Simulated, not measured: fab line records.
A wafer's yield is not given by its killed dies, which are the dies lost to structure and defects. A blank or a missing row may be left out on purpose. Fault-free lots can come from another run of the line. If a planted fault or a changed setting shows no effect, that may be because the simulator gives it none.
Which tool is to blame? || flow gf180mcu || 13 lots, 39 wafers sampled, at 3 steps of a route of 602

== WHAT THE GAUGES READ, wafer by wafer ==
GF_VT_IMPLANT_OVL_MEAS_07.
{"lot": "L853", "measured": "day 5 22:42", "on": "overlay-01", "VT_IMPLANT_OVL (nm)": "-2.2 -3.2 -2.2"}
{"lot": "L854", "measured": "day 6 04:50", "on": "overlay-02", "VT_IMPLANT_OVL (nm)": "-1.9 0.8 0.4"}
{"lot": "L855", "measured": "day 6 08:18", "on": "overlay-02", "VT_IMPLANT_OVL (nm)": "0.1 0.5 -0.6"}
{"lot": "L859", "measured": "day 7 10:30", "on": "overlay-02", "VT_IMPLANT_OVL (nm)": "0.9 -0.2 0.8"}
{"lot": "L861", "measured": "day 7 23:59", "on": "overlay-02", "VT_IMPLANT_OVL (nm)": "-4.0 -3.5 -3.7"}
{"lot": "L862", "measured": "day 8 06:35", "on": "overlay-01", "VT_IMPLANT_OVL (nm)": "-1.9 0.4 0.7"}
{"lot": "L863", "measured": "day 8 11:19", "on": "overlay-02", "VT_IMPLANT_OVL (nm)": "-3.9 -1.7 -1.8"}
{"lot": "L867", "measured": "day 9 12:05", "on": "overlay-02", "VT_IMPLANT_OVL (nm)": "-2.3 -1.1 -2.2"}
{"lot": "L871", "measured": "day 10 10:52", "on": "overlay-01", "VT_IMPLANT_OVL (nm)": "-0.4 -0.3 -0.9"}
{"lot": "L872", "measured": "day 10 16:53", "on": "overlay-01", "VT_IMPLANT_OVL (nm)": "-1.2 1.1 -1.1"}
{"lot": "L873", "measured": "day 11 01:02", "on": "overlay-02", "VT_IMPLANT_OVL (nm)": "2.1 0.8 2.3"}
{"lot": "L874", "measured": "day 11 09:05", "on": "overlay-01", "VT_IMPLANT_OVL (nm)": "-0.5 0.1 0.9"}
{"lot": "L875", "measured": "day 11 16:08", "on": "overlay-01", "VT_IMPLANT_OVL (nm)": "-1.2 -1.5 -1.2"}

GF_VT_IMPLANT_RS_MEAS_49: measurement is done with a four-point probe.
{"lot": "L853", "measured": "day 7 22:30", "on": "filmMetro-02", "MVPSD_RS (ohm/sq)": "1166 1170 1167"}
{"lot": "L854", "measured": "day 8 04:24", "on": "filmMetro-03", "MVPSD_RS (ohm/sq)": "1172 1173 1172"}
{"lot": "L855", "measured": "day 8 09:43", "on": "filmMetro-01", "MVPSD_RS (ohm/sq)": "1169 1168 1165"}
{"lot": "L859", "measured": "day 9 13:50", "on": "filmMetro-01", "MVPSD_RS (ohm/sq)": "1165 1165 1168"}
{"lot": "L861", "measured": "day 10 04:24", "on": "filmMetro-01", "MVPSD_RS (ohm/sq)": "1167 1166 1168"}
{"lot": "L862", "measured": "day 10 10:55", "on": "filmMetro-03", "MVPSD_RS (ohm/sq)": "1167 1168 1166"}
{"lot": "L863", "measured": "day 10 16:33", "on": "filmMetro-02", "MVPSD_RS (ohm/sq)": "1171 1171 1173"}
{"lot": "L867", "measured": "day 11 19:57", "on": "filmMetro-01", "MVPSD_RS (ohm/sq)": "1166 1166 1169"}
{"lot": "L871", "measured": "day 12 20:08", "on": "filmMetro-03", "MVPSD_RS (ohm/sq)": "1165 1166 1167"}
{"lot": "L872", "measured": "day 13 02:47", "on": "filmMetro-03", "MVPSD_RS (ohm/sq)": "1118 1116 1119"}
{"lot": "L873", "measured": "day 13 12:33", "on": "filmMetro-02", "MVPSD_RS (ohm/sq)": "1166 1169 1168"}
{"lot": "L874", "measured": "day 13 21:29", "on": "filmMetro-03", "MVPSD_RS (ohm/sq)": "1116 1113 1111"}
{"lot": "L875", "measured": "day 14 05:21", "on": "filmMetro-01", "MVPSD_RS (ohm/sq)": "1165 1165 1166"}

== EACH LOT AND THE TOOL THAT RAN IT (in order: tool; ch and the chambers of the sampled wafers; start) ==
{"lot": "L853", "GF_MVPSD_IMPLANT_08": "implanter-04 ch 0, day 5 08:17"}
{"lot": "L854", "GF_MVPSD_IMPLANT_08": "implanter-04 ch 0, day 5 13:59"}
{"lot": "L855", "GF_MVPSD_IMPLANT_08": "implanter-03 ch 0, day 5 17:31"}
{"lot": "L859", "GF_MVPSD_IMPLANT_08": "implanter-02 ch 0, day 6 18:47"}
{"lot": "L861", "GF_MVPSD_IMPLANT_08": "implanter-02 ch 0, day 7 07:38"}
{"lot": "L862", "GF_MVPSD_IMPLANT_08": "implanter-03 ch 0, day 7 14:43"}
{"lot": "L863", "GF_MVPSD_IMPLANT_08": "implanter-03 ch 0, day 7 18:25"}
{"lot": "L867", "GF_MVPSD_IMPLANT_08": "implanter-02 ch 0, day 8 18:11"}
{"lot": "L871", "GF_MVPSD_IMPLANT_08": "implanter-04 ch 0, day 9 17:38"}
{"lot": "L872", "GF_MVPSD_IMPLANT_08": "implanter-02 ch 0, day 9 23:23"}
{"lot": "L873", "GF_MVPSD_IMPLANT_08": "implanter-04 ch 0, day 10 06:50"}
{"lot": "L874", "GF_MVPSD_IMPLANT_08": "implanter-02 ch 0, day 10 14:07"}
{"lot": "L875", "GF_MVPSD_IMPLANT_08": "implanter-03 ch 0, day 10 21:32"}
- GF_MVPSD_IMPLANT_08

== AS READ BY THE TOOLS THEMSELVES (means over the sampled wafers that have a number; for cases with no such wafer, the mark the record gives instead) ==
GF_MVPSD_IMPLANT_08.
{"lot": "L853", "tool": "implanter-04", "doseIonsCm2": 1.5000e+13, "faradayCurrentUA": 85.7}
{"lot": "L854", "tool": "implanter-04", "doseIonsCm2": 1.5010e+13, "faradayCurrentUA": 84.2}
{"lot": "L855", "tool": "implanter-03", "doseIonsCm2": 1.5022e+13, "faradayCurrentUA": 84.7}
{"lot": "L859", "tool": "implanter-02", "doseIonsCm2": 1.4999e+13, "faradayCurrentUA": 86.2}
{"lot": "L861", "tool": "implanter-02", "doseIonsCm2": 1.5017e+13, "faradayCurrentUA": 84.4}
{"lot": "L862", "tool": "implanter-03", "doseIonsCm2": 1.5008e+13, "faradayCurrentUA": 83.5}
{"lot": "L863", "tool": "implanter-03", "doseIonsCm2": 1.4988e+13, "faradayCurrentUA": 85.3}
{"lot": "L867", "tool": "implanter-02", "doseIonsCm2": 1.5000e+13, "faradayCurrentUA": 83.3}
{"lot": "L871", "tool": "implanter-04", "doseIonsCm2": 1.5002e+13, "faradayCurrentUA": 82.6}
{"lot": "L872", "tool": "implanter-02", "doseIonsCm2": 1.6480e+13, "faradayCurrentUA": 92.4}
{"lot": "L873", "tool": "implanter-04", "doseIonsCm2": 1.4992e+13, "faradayCurrentUA": 84.1}
{"lot": "L874", "tool": "implanter-02", "doseIonsCm2": 1.6510e+13, "faradayCurrentUA": 94.4}
{"lot": "L875", "tool": "implanter-03", "doseIonsCm2": 1.5007e+13, "faradayCurrentUA": 81.7}

== THE ANSWER, worked out from the rows above alone ==
Rule: what is usual is taken from the lots themselves. The widest of any qualifying gaps counts: lots, ordered by their means at a reading, are off when they make up no more than a third of the lots, leave a main group of 4 or more, and stand apart from it by 3 or more times the standard deviation of that group's means. The tables above print the reading to a certain number of digits; a main group whose means all agree to those digits is not used. A lot without any number at a reading at which 4 lots or more have one is off too. Any other lot the step has rows for is counted as sound. After the gauges, taken in route order, come the tools' own readings; for these a lot's mean is taken, as printed above. At the first step where some lot is off, the reading lying furthest off is the one used; lots without a number count as furthest.
Off: L872, L874, at GF_VT_IMPLANT_RS_MEAS_49 (MVPSD_RS). For the main group the mean is 1168 ohm/sq and the standard deviation 2.1.
A tool fits if, at a process step before that reading, it ran every lot that is off, and no sound lot after the first of them. The gauges at GF_VT_IMPLANT_RS_MEAS_49 aren't tried: what is off there is off at GF_MVPSD_IMPLANT_08 too, on other tools, and a gauge's error can't cause that. One fits: GF_MVPSD_IMPLANT_08 on implanter-02. Its last sound lot is L867 (day 8 18:11), its first lot that is off L872 (day 9 23:23): a fault that began between those two fits.
The tool's own readings at GF_MVPSD_IMPLANT_08 bear it out: on the lots that are off they differ by more than 5 times the standard deviation of the sound lots' means. doseIonsCm2 reads 1.6495e+13 there against 1.5004e+13 on the sound lots; faradayCurrentUA reads 93.4 there against 84.2 on the sound lots.

== WHAT THE SIMULATOR PUT IN ==
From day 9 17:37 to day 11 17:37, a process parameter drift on implanter-02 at GF_MVPSD_IMPLANT_08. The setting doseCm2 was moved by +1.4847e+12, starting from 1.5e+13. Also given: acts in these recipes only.
Struck lots among those shown: L872, L874. This agrees with what the rule above found.
